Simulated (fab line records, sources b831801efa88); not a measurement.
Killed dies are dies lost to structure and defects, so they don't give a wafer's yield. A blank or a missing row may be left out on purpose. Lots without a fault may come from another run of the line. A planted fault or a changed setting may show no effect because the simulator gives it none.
Which tool did it? | flow sky130 | 13 lots, 39 wafers sampled, at 3 steps of a route of 708

WHAT THE GAUGES READ, wafer by wafer
SKY_VIA4_BOW_MEAS_03. Usual: VIA4_BOW 79 um, standard deviation 8.6.
lot  | measured     | on            | VIA4_BOW (um) | flag
L619 | day 42 15:44 | film_metro-01 | 77 80 94      |
L620 | day 42 22:46 | film_metro-02 | 72 83 76      |
L621 | day 43 13:10 | film_metro-04 | 78 78 62      |
L622 | day 43 15:11 | film_metro-04 | 99 91 82      |
L624 | day 44 09:05 | film_metro-01 | 77 78 82      |
L625 | day 44 15:11 | film_metro-02 | 76 79 92      |
L627 | day 45 14:07 | film_metro-01 | 76 70 77      |
L630 | day 45 21:22 | film_metro-04 | 73 83 71      |
L629 | day 45 20:28 | film_metro-02 | 80 71 68      |
L631 | day 46 04:19 | film_metro-04 | 79 57 67      |
L632 | day 46 06:23 | film_metro-02 | 85 85 85      |
L639 | day 48 00:19 | film_metro-02 | 82 72 74      |
L638 | day 48 03:36 | film_metro-01 | 74 82 94      |

WHICH TOOL RAN EACH LOT (tool, then ch and the chambers of the sampled wafers, then the start)
lot  | SKY_CONTACT_CVD_24            | SKY_METAL4_ETCH_16
L619 | cvd_w-02 ch 0, day 32 10:22   | rie_metal-03 ch 0,1, day 42 14:16
L620 | cvd_w-02 ch 0,1, day 32 18:05 | rie_metal-02 ch 0,1, day 42 21:08
L621 | cvd_w-02 ch 0,1, day 33 11:17 | rie_metal-02 ch 1, day 43 11:23
L622 | cvd_w-01 ch 1, day 33 11:47   | rie_metal-03 ch 0,1, day 43 13:43
L624 | cvd_w-02 ch 1, day 34 12:16   | rie_metal-03 ch 0,1, day 44 07:40
L625 | cvd_w-01 ch 0,1, day 34 17:41 | rie_metal-02 ch 0,1, day 44 13:43
L627 | cvd_w-01 ch 1, day 35 19:14   | rie_metal-02 ch 0,1, day 45 12:41
L630 | cvd_w-01 ch 0,1, day 36 03:22 | rie_metal-02 ch 0,1, day 45 19:37
L629 | cvd_w-02 ch 0,1, day 36 04:43 | rie_metal-01 ch 0,1, day 45 19:01
L631 | cvd_w-01 ch 1, day 36 15:57   | rie_metal-01 ch 1, day 46 02:40
L632 | cvd_w-01 ch 0,1, day 36 18:34 | rie_metal-01 ch 1, day 46 04:28
L639 | cvd_w-01 ch 0,1, day 38 22:08 | rie_metal-02 ch 0,1, day 47 22:29
L638 | cvd_w-01 ch 0,1, day 39 02:49 | rie_metal-03 ch 0,1, day 48 02:10
- SKY_CONTACT_CVD_24: deposits W, target thk 340 nm, time 102.12 s.
- SKY_METAL4_ETCH_16: etches BARC in N2/H2, stops on SiO2, time 88.2 s, target depth 60 nm.

WHAT THE TOOLS THEMSELVES READ (means of the sampled wafers that have a number; where no wafer has one, the mark that the record gives instead)
SKY_CONTACT_CVD_24. Usual: heater_power_w 978 W, standard deviation 38.
lot  | tool     | heater_power_w (W) | flag
L619 | cvd_w-02 | 1022               |
L620 | cvd_w-02 | 963                |
L621 | cvd_w-02 | 964                |
L622 | cvd_w-01 | 942                |
L624 | cvd_w-02 | 945                |
L625 | cvd_w-01 | 955                |
L627 | cvd_w-01 | 947                |
L630 | cvd_w-01 | 972                |
L629 | cvd_w-02 | 998                |
L631 | cvd_w-01 | 965                |
L632 | cvd_w-01 | 966                |
L639 | cvd_w-01 | 986                |
L638 | cvd_w-01 | 993                |

SKY_METAL4_ETCH_16. Usual: drypump_motor_current_A 6.02 A, standard deviation 0.25; oes_product_au 0.626 a.u., standard deviation 0.0048; throttle_valve_pct 13.204 %, standard deviation 0.0085.
lot  | tool         | drypump_motor_current_A (A) | oes_product_au (a.u.) | throttle_valve_pct (%) | flag
L619 | rie_metal-03 | 5.91                        | 0.628                 | 13.202                 |
L620 | rie_metal-02 | 5.85                        | 0.625                 | 13.204                 |
L621 | rie_metal-02 | 5.75                        | 0.627                 | 13.207                 |
L622 | rie_metal-03 | 5.79                        | 0.619                 | 13.199                 |
L624 | rie_metal-03 | 5.92                        | 0.630                 | 13.205                 |
L625 | rie_metal-02 | 5.95                        | 0.627                 | 13.205                 |
L627 | rie_metal-02 | 5.86                        | 0.622                 | 13.202                 |
L630 | rie_metal-02 | 5.86                        | 0.624                 | 13.203                 |
L629 | rie_metal-01 | 6.35                        | 0.625                 | 13.202                 |
L631 | rie_metal-01 | 6.42                        | 0.629                 | 13.204                 |
L632 | rie_metal-01 | 6.43                        | 0.626                 | 13.200                 |
L639 | rie_metal-02 | 5.96                        | 0.627                 | 13.210                 |
L638 | rie_metal-03 | 5.94                        | 0.627                 | 13.203                 |

THE ANSWER, worked out from the rows above alone
Rule: a lot is off if the mean of its wafers that have a number lies more than 3 standard deviations from the usual mean. A lot without any number at a reading at which 4 lots or more have one is off too. The other lots that the step has rows for count as sound. The gauges are gone through in route order, then the tools' own readings, and for those a lot's mean is taken as printed above. The first step at which some lot is off is used, and at that step the reading that is off furthest; a lot without a number counts as furthest.
No lot is off at any reading shown: from this, nothing can be told.

WHAT THE SIMULATOR HAD PUT IN
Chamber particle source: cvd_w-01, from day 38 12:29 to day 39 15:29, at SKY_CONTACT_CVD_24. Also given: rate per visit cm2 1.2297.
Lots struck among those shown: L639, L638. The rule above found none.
